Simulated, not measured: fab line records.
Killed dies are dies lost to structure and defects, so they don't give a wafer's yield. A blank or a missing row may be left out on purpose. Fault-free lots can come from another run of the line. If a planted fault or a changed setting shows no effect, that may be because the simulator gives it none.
Chamber matching | flow sky130 | cmp-01 running SKY_VIA3_CMP_24: 4 sister chambers
The step polishes, stops on SiO2, t overpolish 20 s, target thk 0 nm. 24 wafers are shown with their chamber, then 12 later ones without.

WAFERS PAIRED WITH THEIR CHAMBERS
wafer  | chamber | motor current A (A) | edge zone pressure frac | retaining ring pressure frac
L074.2 | 1       | 10.7                | 1.001                   | 0.991
L074.3 | 0       | 9.9                 | 1.004                   | 1.006
L074.5 | 3       | 13.6                | 0.993                   | 1.003
L076.1 | 2       | 13.3                | 1.002                   | 1.001
L076.5 | 0       | 9.6                 | 0.995                   | 0.993
L076.6 | 3       | 13.5                | 0.996                   | 1.004
L081.2 | 1       | 10.6                | 0.997                   | 1.003
L081.3 | 0       | 10.3                | 1.000                   | 1.008
L081.4 | 2       | 11.9                | 0.999                   | 0.993
L086.1 | 1       | 10.3                | 0.998                   | 0.995
L086.2 | 0       | 10.2                | 0.995                   | 0.995
L086.6 | 2       | 11.7                | 1.006                   | 0.988
L088.1 | 3       | 13.9                | 1.000                   | 0.999
L088.5 | 1       | 10.3                | 0.997                   | 1.007
L088.6 | 0       | 9.8                 | 1.011                   | 0.999
L087.2 | 2       | 12.3                | 1.003                   | 0.998
L087.3 | 0       | 9.8                 | 1.001                   | 1.001
L087.5 | 1       | 10.2                | 1.007                   | 1.000
L090.4 | 1       | 10.4                | 1.002                   | 0.996
L090.5 | 2       | 12.2                | 1.008                   | 0.994
L090.6 | 3       | 12.7                | 0.998                   | 1.000
L092.4 | 0       | 9.7                 | 0.997                   | 0.999
L092.5 | 2       | 12.3                | 1.012                   | 0.995
L092.6 | 3       | 13.7                | 0.995                   | 0.997

SIGNATURES (averages over the wafers above)
reading                      | chamber 0 | chamber 1 | chamber 2 | chamber 3 | scatter within a chamber
motor current A              | 9.900     | 10.417    | 12.283    | 13.480    | 0.385
edge zone pressure frac      | 1.00043   | 1.00033   | 1.00500   | 0.99640   | 0.00452
retaining ring pressure frac | 1.00014   | 0.99867   | 0.99483   | 1.00060   | 0.00489
Rule: for each reading, subtract the chamber's mean from the wafer's reading, divide by that reading's scatter and square the result; add these up over the readings and take the root, which gives the wafer's distance from the chamber. If the next closest chamber is less than 2 further off than the closest, the wafer can't be placed; otherwise it belongs to the closest. The scatter: the root of (the sum of the squares of (reading less its chamber's mean) over the shown wafers, divided by (wafers less chambers)).

WAFERS MISSING THEIR CHAMBER
wafer  | motor current A (A) | edge zone pressure frac | retaining ring pressure frac
L089.2 | 13.7                | 1.001                   | 1.001
L089.4 | 11.8                | 1.007                   | 1.001
L089.5 | 10.0                | 1.005                   | 1.002
L091.1 | 10.2                | 1.001                   | 0.997
L091.2 | 13.1                | 0.999                   | 0.994
L091.6 | 9.5                 | 0.996                   | 0.997
L094.1 | 10.4                | 1.005                   | 0.994
L094.3 | 10.1                | 0.998                   | 1.010
L094.6 | 12.9                | 0.998                   | 0.999
L097.1 | 9.4                 | 0.995                   | 1.005
L097.2 | 12.7                | 0.998                   | 0.998
L097.5 | 9.7                 | 0.996                   | 1.002

CHAMBER TAKEN BY EACH
wafer  | from the rows above     | in truth
L089.2 | 3                       | 3
L089.4 | 2                       | 2
L089.5 | can't be placed: 0 or 1 | 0
L091.1 | can't be placed: 1 or 0 | 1
L091.2 | can't be placed: 3 or 2 | 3
L091.6 | can't be placed: 0 or 1 | 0
L094.1 | can't be placed: 1 or 0 | 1
L094.3 | can't be placed: 0 or 1 | 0
L094.6 | can't be placed: 3 or 2 | 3
L097.1 | can't be placed: 0 or 1 | 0
L097.2 | can't be placed: 2 or 3 | 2
L097.5 | can't be placed: 0 or 1 | 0
Placed correctly: 2 of 12. Can't be placed from these rows: 10 (the true chamber is among the candidates in 10). Placed wrongly: 0.
